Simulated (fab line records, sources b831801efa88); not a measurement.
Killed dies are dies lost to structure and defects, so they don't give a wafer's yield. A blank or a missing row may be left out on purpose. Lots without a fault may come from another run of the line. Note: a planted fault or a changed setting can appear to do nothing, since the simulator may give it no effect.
The tool behind it: which one? -- flow gf180mcu -- route of 602 steps, sampled at 1 step: 6 lots, 18 wafers

WHAT THE GAUGES SHOWED, per wafer
GF_STI_BOW_MEAS_00.
lot,measured,on,INCOMING_BOW (um)
L642,day 1 20:00,film_metro-02,-3 -1 -11
L646,day 2 16:00,film_metro-02,6 -11 -5
L648,day 3 02:01,film_metro-03,-1 1 -1
L650,day 3 12:00,film_metro-03,6 0 -6
L652,day 3 22:00,film_metro-02,-1 -7 1
L657,day 4 23:00,film_metro-01,2 -3 -2

TOOL THAT RAN EACH LOT (tool first, then ch and the chambers of the sampled wafers, then the start)
Record: no process step prior to these readings.

THE ANSWER, worked out from the rows above alone
Rule: the lots themselves supply what counts as usual. Put in order of their means at a reading, lots are off if they are a third of the lots or fewer, leave a main group of 4 or more, and stand apart from it by a gap of 3 or more times the standard deviation of the main group's means; of several such gaps the widest counts. A main group is skipped when, at the precision printed for the reading in the tables above, its means are all equal. A lot without any number at a reading at which 4 lots or more have one is off too. The other lots that the step has rows for count as sound.
No lot is off at any reading shown: from this, nothing can be told.

WHAT THE SIMULATOR PUT IN
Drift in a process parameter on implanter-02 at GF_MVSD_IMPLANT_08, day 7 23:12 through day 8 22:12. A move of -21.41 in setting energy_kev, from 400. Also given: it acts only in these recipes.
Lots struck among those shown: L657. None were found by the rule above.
